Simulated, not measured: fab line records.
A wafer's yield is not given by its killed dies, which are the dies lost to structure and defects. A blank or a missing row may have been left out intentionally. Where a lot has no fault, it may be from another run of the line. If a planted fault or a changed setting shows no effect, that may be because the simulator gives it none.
Comparing a struck lot with a sound one || flow sky130 || 16 out of 708 route steps
Sound: the wafers L259.1, L259.2, L259.6. Struck: wafer L261.4 (L261.2, L261.3, from the same lot, were not struck and are left out); the cause is given at the end.
Each step with rows lists, per side, the tool, then ch with its chambers, then its first start. Under that, the readings that differ: sound wafers || struck wafers || difference of the means || sigmas: that difference in standard deviations of wafers without a fault.
alike: same words and numbers on both sides, and readings whose means sit less than 2 such deviations apart. not compared: any withheld reading, any reading some wafer has no value for, any bound like >300 that may hide the same value, and any number with overlapping values for which the record gives no deviation.
Wherever a step has rows on one side only, a row that says differs or no value, or a row with sigmas, the two part there. When numbers do not overlap yet have no deviation, they are printed without sigmas and do not part them. A reading that every wafer of one side lacks parts them only if that side has two wafers or more.

first, 3 steps without rows for these wafers: SKY_METAL1_EXPOSE_12 (exposes mask MM1, target cd 140 nm); SKY_METAL1_PEB_13; SKY_METAL1_DEVELOP_14 (develop time 60 s).
SKY_METAL1_CD_MEAS_15: target cd 140 nm.
  sound on cd-sem-01 at day 34 19:00; struck on cd-sem-02 at day 35 13:42
  alike: cd-nm
SKY_METAL1_OVL_MEAS_16:
  sound on overlay-01 at day 34 19:07; struck on overlay-01 at day 35 13:49
  alike: METAL1_OVL
SKY_METAL1_DESCUM_17: chemistry O2, time 8 s.
  sound on rie-metal-02 ch 0,1, day 34 19:10; struck on rie-metal-03 ch 0, day 35 13:50
  alike: drypump-motor-current-A, oes-product-au
  not compared: rf-hours-counter-h
SKY_METAL1_ETCH_18: etches BARC in N2/H2, stops on SiO2, time 45.9 s, target depth 60 nm.
  sound on rie-metal-02 ch 0,1, day 34 19:11; struck on rie-metal-03 ch 0, day 35 13:52
  alike: drypump-motor-current-A, oes-product-au, throttle-valve-pct
  not compared: rf-hours-counter-h
SKY_METAL1_METAL_ETCH_19: etches the open film in Cl2/BCl3, stops on SiO2, target depth 360 nm, time 78 s.
  sound on rie-metal-02 ch 0,1, day 34 19:15; struck on rie-metal-03 ch 0, day 35 13:56
  alike: drypump-motor-current-A, oes-product-au, throttle-valve-pct
  not compared: rf-hours-counter-h
SKY_METAL1_STRIP_20: strips in O2/N2.
  sound on plasma-asher-03 ch 0,1, day 34 19:20; struck on plasma-asher-03 ch 1, day 35 14:01
  alike: drypump-motor-current-A, oes-product-au, strip-time-to-endpoint-s
  not compared: rf-hours-counter-h
then, 3 steps without rows for these wafers: SKY_METAL1_STRIP_21 (strips in post etch residue remover, time 1200 s); SKY_METAL1_CLEAN_22 (cleans in IPA, time 180 s); SKY_METAL1_CLEAN_23 (cleans in O3/DIW).
SKY_VIA1_HDPCVD_00: deposits SiO2, target thk 1030 nm, time 171.7 s.
  sound on hdpcvd-02 ch 0,1,2, day 34 19:56; struck on hdpcvd-01 ch 0, day 35 14:42
{"reading": "run-length-s (s)", "sound": "199.8 200.9 199.9", "struck": 191.4, "difference": -8.8, "sigmas": -17}
{"reading": "model.SiO2_of_VIA1_HDPCVD_00.thk-nm (nm)", "sound": "1025 1040 1037", "struck": 980.2, "difference": -53.8, "sigmas": ""}
  alike: sih4-flow-sccm
SKY_VIA1_THK_MEAS_01:
  sound on film-metro-01 at day 34 20:03; struck on film-metro-02 at day 35 14:49
{"reading": "VIA1_HDPCVD_THK (nm)", "sound": "1026 1039 1037", "struck": 979, "difference": -55, "sigmas": -5}
SKY_VIA1_CMP_02: polishes SiO2.
  sound on cmp-01 ch 0,1,3, day 34 20:13; struck on cmp-01 ch 3, day 35 14:52
  alike: motor-current-A, slurry-filter-dp-kPa
-- the record jumps here: 13 days lie between the struck wafers' starts before and after (it left off in module VIA1 and takes up again in module PAD_OPEN, whose first step shown is number 708 of the route) --
SKY_PAD_OPEN_PROBE_99:
  rows exist in the record for the struck wafers here (prober-02, day 48 05:28), but not for the sound ones

WHERE THEY PART
Earliest at SKY_VIA1_HDPCVD_00; latest, in this record, at SKY_PAD_OPEN_PROBE_99.

WHY: what the simulator had put in
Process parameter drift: hdpcvd-01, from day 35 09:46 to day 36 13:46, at SKY_VIA1_HDPCVD_00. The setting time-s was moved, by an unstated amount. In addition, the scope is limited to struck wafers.
